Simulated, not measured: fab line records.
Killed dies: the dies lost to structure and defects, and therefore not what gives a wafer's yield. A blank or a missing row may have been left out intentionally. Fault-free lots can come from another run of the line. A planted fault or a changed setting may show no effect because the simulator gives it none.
Matching of chambers	flow sky130	SKY_PASSIVATION_CVD_02 on pecvd-02: 3 sister chambers
The step deposits Si3N4, target thk 540 nm. 24 wafers are shown with their chamber, then 12 later ones without.

== WAFERS WITH THEIR CHAMBER ==
wafer	chamber	heaterPowerW (W)
L076.1	0	773
L076.5	2	637
L076.6	1	867
L077.1	1	814
L077.2	0	776
L077.5	2	671
L078.3	0	648
L078.5	2	655
L078.6	1	840
L080.2	1	755
L080.3	2	626
L080.4	2	657
L082.1	0	770
L082.2	1	825
L082.4	2	664
L084.4	0	626
L084.5	2	716
L084.6	1	871
L089.1	1	861
L089.3	0	699
L089.6	0	721
L090.1	2	639
L090.2	0	706
L090.5	1	821

SIGNATURES (averages over the wafers above)
reading	chamber 0	chamber 1	chamber 2	scatter within a chamber
heaterPowerW	714.88	831.75	658.12	42.7
Rule: distance of a wafer from a chamber = root of the sum over the readings of ((wafer's reading minus chamber's mean) / reading's scatter) squared. If the next closest chamber is less than 2 further off than the closest, the wafer can't be placed; otherwise it belongs to the closest. The scatter: the root of (the sum of the squares of (reading less its chamber's mean) over the shown wafers, divided by (wafers less chambers)).

== WAFERS WHOSE CHAMBER IS MISSING ==
wafer	heaterPowerW (W)
L091.2	670
L091.4	707
L091.5	858
L092.3	683
L092.4	698
L092.5	857
L093.1	781
L093.4	626
L093.5	709
L097.2	707
L097.5	840
L097.6	687

== WHICH CHAMBER EACH WENT THROUGH ==
wafer	from the rows above	in truth
L091.2	can't be placed: 2 or 0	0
L091.4	can't be placed: 0 or 2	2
L091.5	1	1
L092.3	can't be placed: 2 or 0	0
L092.4	can't be placed: 0 or 2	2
L092.5	1	1
L093.1	can't be placed: 1 or 0 or 2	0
L093.4	can't be placed: 2 or 0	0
L093.5	can't be placed: 0 or 2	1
L097.2	can't be placed: 0 or 2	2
L097.5	1	1
L097.6	can't be placed: 0 or 2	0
Correctly placed: 3 of 12. Not placeable from these rows: 9 (in 8, the candidates include the true chamber). Number placed wrongly: 0.
